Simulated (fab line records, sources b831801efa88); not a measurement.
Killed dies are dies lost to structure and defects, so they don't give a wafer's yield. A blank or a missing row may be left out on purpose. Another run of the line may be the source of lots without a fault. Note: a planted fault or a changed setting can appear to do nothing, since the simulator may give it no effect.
The same fault as seen by 2 desks :: flow gf180mcu :: each desk has only its own numbers; what lay behind them comes last

## AT THE TOOL OWNER'S DESK: implanter-03
The tool's own readings at GF_NSD_IMPLANT_10: means of the sampled wafers that have a number, for each lot that ran on this tool. Marked OUT: a lot whose mean sits more than 4 standard deviations from the usual mean, which makes it out of limits; the brackets give that distance.
Columns: A = doseIonsCm2 at GF_NSD_IMPLANT_10, usual 5.001e+14; B = endStationPressureTorr at GF_NSD_IMPLANT_10, usual 7.2e-06 Torr; C = faradayCurrentUA at GF_NSD_IMPLANT_10, usual 2795
lot: L694
first seen here: day 14 19:18
A: 5.000e+14
B: 6.9e-06
C: 2797

lot: L697
first seen here: day 15 14:49
A: 4.998e+14
B: 7.3e-06
C: 2726

lot: L701
first seen here: day 17 00:58
A: 2.510e+14 (-99 or more) OUT
B: 6.1e-06
C: 1395 (-26) OUT

lot: L704
first seen here: day 18 06:28
A: 2.518e+14 (-99 or more) OUT
B: 6.0e-06
C: 1403 (-26) OUT

lot: L713
first seen here: day 21 06:07
A: 4.998e+14
B: 7.1e-06
C: 2787
Finding of this desk: L701, L704 out of limits; the first was L701 at day 17 00:58, on doseIonsCm2 at GF_NSD_IMPLANT_10. In limits: L694, L697, L713.

## METROLOGY DESK
What the gauges read for every lot (on any tool): the sampled wafers with a number, averaged. Marked OUT: a lot whose mean sits more than 4 standard deviations from the usual mean, which makes it out of limits; the brackets give that distance.
Columns: A = POLY_GATE_OXIDATION_THK at GF_POLY_GATE_THK_MEAS_17, usual 4.01 nm; B = cdNm at GF_HV_LDD_CD_MEAS_31, usual 400.8 nm; C = HV_LDD_RS at GF_HV_LDD_RS_MEAS_53, usual 418.2 ohm/sq; D = NSD_RS at GF_PSD_RS_MEAS_14, usual 46.10 ohm/sq
lot: L690
first seen here: day 9 03:49
A: 3.91
B: 403.9
C: 417.3
D: 46.17

lot: L691
first seen here: day 9 12:32
A: 4.11
B: 403.9
C: 419.1
D: 46.12

lot: L694
first seen here: day 10 11:33
A: 3.93
B: 402.1
C: 418.3
D: 46.19

lot: L695
first seen here: day 10 17:13
A: 3.96
B: 403.1
C: 416.4
D: 46.22

lot: L697
first seen here: day 11 05:19
A: 4.12
B: 398.1
C: 417.5
D: 46.08

lot: L701
first seen here: day 12 10:37
A: 3.94
B: 401.2
C: 419.5
D: 49.17 (+32) OUT

lot: L704
first seen here: day 13 11:37
A: 4.03
B: 400.0
C: 419.5
D: 49.16 (+32) OUT

lot: L707
first seen here: day 14 12:35
A: 4.11
B: 399.5
C: 417.5
D: 46.06

lot: L708
first seen here: day 14 17:46
A: 3.97
B: 401.7
C: 419.1
D: 46.08

lot: L711
first seen here: day 15 15:24
A: 3.94
B: 401.2
C: 417.3
D: 46.23

lot: L712
first seen here: day 15 20:28
A: 3.94
B: 402.5
C: 417.2
D: 46.18

lot: L713
first seen here: day 16 04:05
A: 4.02
B: 400.8
C: 418.7
D: 46.12
This desk's result: L701, L704 out of limits, first on L701 (NSD_RS at GF_PSD_RS_MEAS_14), day 18 00:08. In limits: L690, L691, L694, L695, L697, L707, L708, L711, L712, L713.

## ALL TOGETHER
The tool owner's desk could have raised an alarm at day 17 00:58, on L701, L704.
The metrology desk could have raised an alarm at day 18 00:08, on L701, L704.
The lots listed all ran GF_NSD_IMPLANT_10 on implanter-03.

## WHAT THE SIMULATOR HAD PUT IN
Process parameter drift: implanter-03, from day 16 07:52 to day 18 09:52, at GF_NSD_IMPLANT_10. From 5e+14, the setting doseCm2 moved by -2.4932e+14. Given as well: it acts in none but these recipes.
Struck lots among those shown: L701, L704.
Time in hours from fault onset to the first out-of-limits reading at each desk: tool owner's desk 17, metrology desk 40.
